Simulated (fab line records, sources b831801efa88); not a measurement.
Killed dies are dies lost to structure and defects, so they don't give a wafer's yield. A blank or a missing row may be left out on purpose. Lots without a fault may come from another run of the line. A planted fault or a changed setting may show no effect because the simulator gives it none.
A struck lot beside a sound one | flow gf180mcu | 31 steps out of a route of 602
Sound: wafers L468.1, L468.3, L468.4. Struck: wafers L474.2, L474.3, L474.5. The cause comes at the end.
At each step with rows: each side's tool, then ch and its chambers, then its first start. Under that, the readings that differ: sound wafers | struck wafers | difference of the means | sigmas: that difference in standard deviations of wafers without a fault.
alike: readings whose means differ by less than 2 such deviations, and words and numbers that are the same on both sides. not compared: withheld readings, readings that some wafer has no value for, bounds like >300 that may hide the same value, and numbers for which the record gives no deviation and whose values overlap.
The two part at a step that has a row with sigmas, a row that says differs or no value, or rows on one side only. Numbers that don't overlap but have no deviation are shown without sigmas and don't part them. A reading that every wafer of one side lacks parts them only if that side has two wafers or more.

GF_HV_LDD_THK_MEAS_57:
  sound on film_metro-03, day 13 08:17; struck on film_metro-04, day 15 03:50
  alike: HV_LDD_CVD_56_THK
GF_HV_LDD_ETCHBACK_58: etches Si3N4 in CH3F/O2, stops on SiO2, time 100 s, target depth 90 nm.
  sound on rie_diel-03 ch 0,1,2, day 13 08:20; struck on rie_diel-03 ch 0,3, day 15 03:53
  alike: bias_w, drypump_motor_current_A, oes_product_au, throttle_valve_pct
  not compared: rf_hours_counter_h
then, 7 steps without rows for these wafers: GF_NSD_DEHYDRATE_00 (time 60 s); GF_NSD_HMDS_01 (prime time 60 s); GF_NSD_COAT_02 (resist thk 1000 nm); GF_NSD_SOFTBAKE_03 (time 60 s); GF_NSD_EXPOSE_04 (exposes mask Nplus, target cd 400 nm); GF_NSD_PEB_05; GF_NSD_DEVELOP_06 (develop time 60 s).
GF_NSD_CD_MEAS_07: target cd 400 nm.
  sound on cd_sem-02, day 14 04:59; struck on cd_sem-01, day 16 01:53
  reading    | sound             | struck            | difference | sigmas
  cd_nm (nm) | 404.1 404.2 403.2 | 398.0 398.5 398.3 | -5.6       | -3
GF_NSD_OVL_MEAS_08:
  sound on overlay-01, day 14 05:06; struck on overlay-02, day 16 01:59
  alike: NSD_OVL
then, 1 step without rows for these wafers: GF_NSD_IMPLANT_09.
GF_NSD_IMPLANT_10:
  sound on implanter-01 ch 0, day 14 05:17; struck on implanter-03 ch 0, day 16 02:31
GF_NSD_STRIP_11: strips in O2/N2.
  sound on plasma_asher-04 ch 0,1, day 14 05:26; struck on plasma_asher-03 ch 0,1, day 16 02:38
  reading                      | sound             | struck            | difference | sigmas
  heater_power_w (W)           | 359 378 369       | 298 313 305       | -63        | -2
  strip_time_to_endpoint_s (s) | 23.12 23.10 23.10 | 23.60 23.56 23.57 | +0.47      | +11
  alike: drypump_motor_current_A, n2_flow_sccm, oes_product_au
  not compared: rf_hours_counter_h
GF_NSD_TW_MEAS_12:
  sound on film_metro-02, day 14 05:32; struck on film_metro-02, day 16 02:45
  alike: NSD_TW
then, 7 steps without rows for these wafers: GF_PSD_DEHYDRATE_00 (time 60 s); GF_PSD_HMDS_01 (prime time 60 s); GF_PSD_COAT_02 (resist thk 1000 nm); GF_PSD_SOFTBAKE_03 (time 60 s); GF_PSD_EXPOSE_04 (exposes mask Pplus, target cd 400 nm); GF_PSD_PEB_05; GF_PSD_DEVELOP_06 (develop time 60 s).
GF_PSD_CD_MEAS_07: target cd 400 nm.
  sound on cd_sem-02, day 15 02:40; struck on cd_sem-01, day 17 00:35
  alike: cd_nm
GF_PSD_OVL_MEAS_08:
  sound on overlay-01, day 15 02:47; struck on overlay-02, day 17 00:41
  alike: PSD_OVL
then, 1 step without rows for these wafers: GF_PSD_IMPLANT_09.
GF_PSD_STRIP_10: strips in O2/N2.
  sound on plasma_asher-03 ch 0,1, day 15 02:58; struck on plasma_asher-03 ch 0,1, day 17 00:52
  alike: drypump_motor_current_A, heater_power_w, n2_flow_sccm, oes_product_au, strip_time_to_endpoint_s
  not compared: rf_hours_counter_h
GF_PSD_TW_MEAS_11:
  sound on film_metro-02, day 15 03:04; struck on film_metro-04, day 17 00:59
  alike: PSD_TW
then, 1 step without rows for these wafers: GF_PSD_CLEAN_12 (cleans in SC1/SC2, time 150 s).
GF_PSD_RTA_13: time 20 s.
  sound on rtp_anneal-02 ch 0, day 15 03:11; struck on rtp_anneal-01 ch 0, day 17 01:05
  reading            | sound          | struck         | difference | sigmas
  lamp_power_pct (%) | 32.5 32.5 32.5 | 29.6 29.6 29.6 | -2.9       | -2
  alike: wafer_temp_C_max
GF_PSD_RS_MEAS_14: measures by four-point-probe.
  sound on film_metro-04, day 15 03:16; struck on film_metro-04, day 17 01:30
  reading         | sound             | struck            | difference | sigmas
  NSD_RS (ohm/sq) | 45.71 45.79 45.77 | 40.77 40.75 40.85 | -4.97      | -64
GF_PASSIVATION_PROBE_99:
  the record has rows for the sound wafers here (prober-02, day 29 20:06) and none for the struck ones

WHERE THEY PART
First at GF_NSD_CD_MEAS_07; last, within this record, at GF_PASSIVATION_PROBE_99.

WHY: what the simulator had put in
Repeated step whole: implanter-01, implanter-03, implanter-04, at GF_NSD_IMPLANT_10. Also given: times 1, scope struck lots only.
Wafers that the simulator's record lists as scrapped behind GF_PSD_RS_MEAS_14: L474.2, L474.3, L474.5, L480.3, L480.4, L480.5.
